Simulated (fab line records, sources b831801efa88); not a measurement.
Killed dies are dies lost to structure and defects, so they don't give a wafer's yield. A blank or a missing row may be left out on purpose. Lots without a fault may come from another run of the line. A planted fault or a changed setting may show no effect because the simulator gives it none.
A struck lot beside a sound one | flow gf180mcu | 14 steps out of a route of 602
Sound: wafers L569.3, L569.4, L569.5. Struck: wafers L563.2, L563.5, L563.6. The cause comes at the end.
At each step with rows: each side's tool, then ch and its chambers, then its first start. Under that, the readings that differ: sound wafers | struck wafers | difference of the means | sigmas: that difference in standard deviations of wafers without a fault.
alike: readings whose means differ by less than 2 such deviations, and words and numbers that are the same on both sides. not compared: withheld readings, readings that some wafer has no value for, bounds like >300 that may hide the same value, and numbers for which the record gives no deviation and whose values overlap.
The two part at a step that has a row with sigmas, a row that says differs or no value, or rows on one side only. Numbers that don't overlap but have no deviation are shown without sigmas and don't part them. A reading that every wafer of one side lacks parts them only if that side has two wafers or more.

first, 2 steps without rows for these wafers: GF_VT_IMPLANT_PEB_05; GF_VT_IMPLANT_DEVELOP_06 (develop time 60 s).
GF_VT_IMPLANT_OVL_MEAS_07:
  sound on overlay-01, day 10 17:58; struck on overlay-01, day 9 05:16
  alike: VT_IMPLANT_OVL
then, 1 step without rows for these wafers: GF_VT_IMPLANT_IMPLANT_08.
GF_VT_IMPLANT_STRIP_09: strips in O2/N2.
  sound on plasma_asher-01 ch 0,1, day 10 18:11; struck on plasma_asher-02 ch 0,1, day 9 05:27
  reading                      | sound             | struck            | difference | sigmas
  strip_time_to_endpoint_s (s) | 12.70 12.71 12.70 | 12.61 12.62 12.61 | -0.09      | -3
  alike: drypump_motor_current_A, heater_power_w, oes_product_au
  not compared: rf_hours_counter_h
GF_VT_IMPLANT_TW_MEAS_10:
  sound on film_metro-02, day 10 18:16; struck on film_metro-04, day 9 05:34
  alike: VT_IMPLANT_TW
then, 6 steps without rows for these wafers: GF_VT_IMPLANT_DEHYDRATE_11 (time 60 s); GF_VT_IMPLANT_HMDS_12 (prime time 60 s); GF_VT_IMPLANT_COAT_13 (resist thk 1000 nm); GF_VT_IMPLANT_SOFTBAKE_14 (time 60 s); GF_VT_IMPLANT_EXPOSE_15 (exposes mask Nwell LV AREA, target cd 860 nm); GF_VT_IMPLANT_PEB_16.
GF_VT_IMPLANT_DEVELOP_17: develop time 60 s.
  sound on litho_track-01 ch 0, day 11 12:43; struck on litho_track-04, day 9 22:04
  no value came back on the struck wafers for chill_plate_temp_C (C), develop_time_s (s), exhaust_pa (Pa); on the sound wafers chill_plate_temp_C (C) reads 22.96 23.21 23.01
GF_VT_IMPLANT_OVL_MEAS_18:
  sound on overlay-01, day 11 12:49; struck on overlay-02, day 9 22:12
  reading                | sound         | struck | difference                    | sigmas
  VT_IMPLANT_01_OVL (nm) | -0.9 1.2 -1.0 | - - -  | no value on the struck wafers |

WHERE THEY PART
First at GF_VT_IMPLANT_STRIP_09; last, within this record, at GF_VT_IMPLANT_OVL_MEAS_18.

WHY: what the simulator had put in
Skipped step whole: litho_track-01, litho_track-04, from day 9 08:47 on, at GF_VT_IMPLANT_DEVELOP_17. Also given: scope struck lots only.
